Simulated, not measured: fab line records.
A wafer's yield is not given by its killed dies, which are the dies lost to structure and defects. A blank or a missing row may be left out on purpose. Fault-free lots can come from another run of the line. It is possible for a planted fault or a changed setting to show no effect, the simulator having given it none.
Check of tool commonality	flow sky130	36 wafers sampled across 12 lots

## THE REASON FOR OPENING IT
3 of 12 lots carry a flag on the reading LDD_HVN_TW at SKY_LDD_HVN_TW_MEAS_10. Wafers without a fault read 1436, standard deviation 13.
Rule: a lot is flagged when every wafer of it that has a number lies more than 4 standard deviations from that mean, or none has a number. As for the other lots, they are considered sound.

lot	measured	on	LDD_HVN_TW, wafer by wafer	flag
L399	day 20 23:16	film metro-02	1442 1438 1443	
L401	day 22 02:06	film metro-02	2840 2820 2823	FLAGGED
L402	day 22 05:02	film metro-02	1441 1440 1450	
L403	day 22 15:30	film metro-03	2771 2766 2753	FLAGGED
L406	day 23 11:10	film metro-02	2843 2845 2844	FLAGGED
L411	day 25 08:54	film metro-01	1441 1448 1446	
L412	day 25 17:01	film metro-01	1451 1447 1441	
L414	day 26 07:51	film metro-02	1441 1434 1444	
L415	day 26 17:12	film metro-01	1433 1438 1438	
L416	day 27 04:18	film metro-01	1428 1433 1439	
L418	day 27 11:52	film metro-01	1438 1436 1440	
L419	day 28 09:25	film metro-01	1434 1441 1445	
On average the flagged lots read 2812, which is +1376 against the usual, or +99 or more standard deviations.

## WHICH TOOL RAN EACH LOT
The record holds 2 process steps before the reading, out of a route of 708 steps. Cell contents, in order: the tool; ch with the chambers the sampled wafers went through; the start.
lot	flag	SKY_LDD_P_STRIP_10	SKY_LDD_HVN_IMPLANT_08
L399		plasma asher-04 ch 0,1, day 19 16:16	implanter-01 ch 0, day 20 23:01
L401	FLAGGED	plasma asher-01 ch 0,1, day 20 18:46	implanter-01 ch 0, day 22 01:52
L402		plasma asher-02 ch 0,1, day 20 22:10	implanter-03 ch 0, day 22 04:47
L403	FLAGGED	plasma asher-01 ch 0,1, day 21 08:40	implanter-01 ch 0, day 22 15:15
L406	FLAGGED	plasma asher-04 ch 0,1, day 22 04:14	implanter-01 ch 0, day 23 10:56
L411		plasma asher-02 ch 0,1, day 24 02:50	implanter-02 ch 0, day 25 08:40
L412		plasma asher-04 ch 0,1, day 24 11:04	implanter-01 ch 0, day 25 16:48
L414		plasma asher-01 ch 0,1, day 25 01:16	implanter-01 ch 0, day 26 07:36
L415		plasma asher-04 ch 0,1, day 25 11:29	implanter-03 ch 0, day 26 16:58
L416		plasma asher-01 ch 0,1, day 25 23:11	implanter-03 ch 0, day 27 04:03
L418		plasma asher-02 ch 0,1, day 26 06:25	implanter-02 ch 0, day 27 11:37
L419		plasma asher-04 ch 0,1, day 27 03:34	implanter-03 ch 0, day 28 09:13
What these steps do:
- SKY_LDD_P_STRIP_10: strips in O2/N2.
- SKY_LDD_HVN_IMPLANT_08
- SKY_LDD_HVN_TW_MEAS_10

## FLAGGED AGAINST TOTAL, ONE TOOL AT A TIME (gauges that did the reading follow at the end)
step	tool	lots run	flagged	share of the flagged lots	sound lots run after its first flagged lot
SKY_LDD_P_STRIP_10	plasma asher-01	4	2	some	2 (L414,L416)
SKY_LDD_P_STRIP_10	plasma asher-02	3	0	none	-
SKY_LDD_P_STRIP_10	plasma asher-04	5	1	some	3 (L412,L415,L419)
SKY_LDD_HVN_IMPLANT_08	implanter-01	6	3	all	2 (L412,L414)
SKY_LDD_HVN_IMPLANT_08	implanter-02	2	0	none	-
SKY_LDD_HVN_IMPLANT_08	implanter-03	4	0	none	-
SKY_LDD_HVN_TW_MEAS_10	film metro-01	6	0	none	-
SKY_LDD_HVN_TW_MEAS_10	film metro-02	5	2	some	2 (L402,L414)
SKY_LDD_HVN_TW_MEAS_10	film metro-03	1	1	some	0

## WHAT THE TABLE PERMITS
In the table, 1 row covers all flagged lots: implanter-01 at SKY_LDD_HVN_IMPLANT_08.
- implanter-01 at SKY_LDD_HVN_IMPLANT_08: 3 of its 6 lots flagged. Sound lots followed the first flagged one (L412, L414) on it, something a lasting fault affecting the whole tool could not allow. Its own readings lie more than 4 standard deviations out on every wafer of the flagged lots: beam on s, dose ions cm2, faraday current uA.
Not one row of the table ran every flagged lot while running no sound lot after the first.

## WHAT THE SIMULATOR HAD PUT IN
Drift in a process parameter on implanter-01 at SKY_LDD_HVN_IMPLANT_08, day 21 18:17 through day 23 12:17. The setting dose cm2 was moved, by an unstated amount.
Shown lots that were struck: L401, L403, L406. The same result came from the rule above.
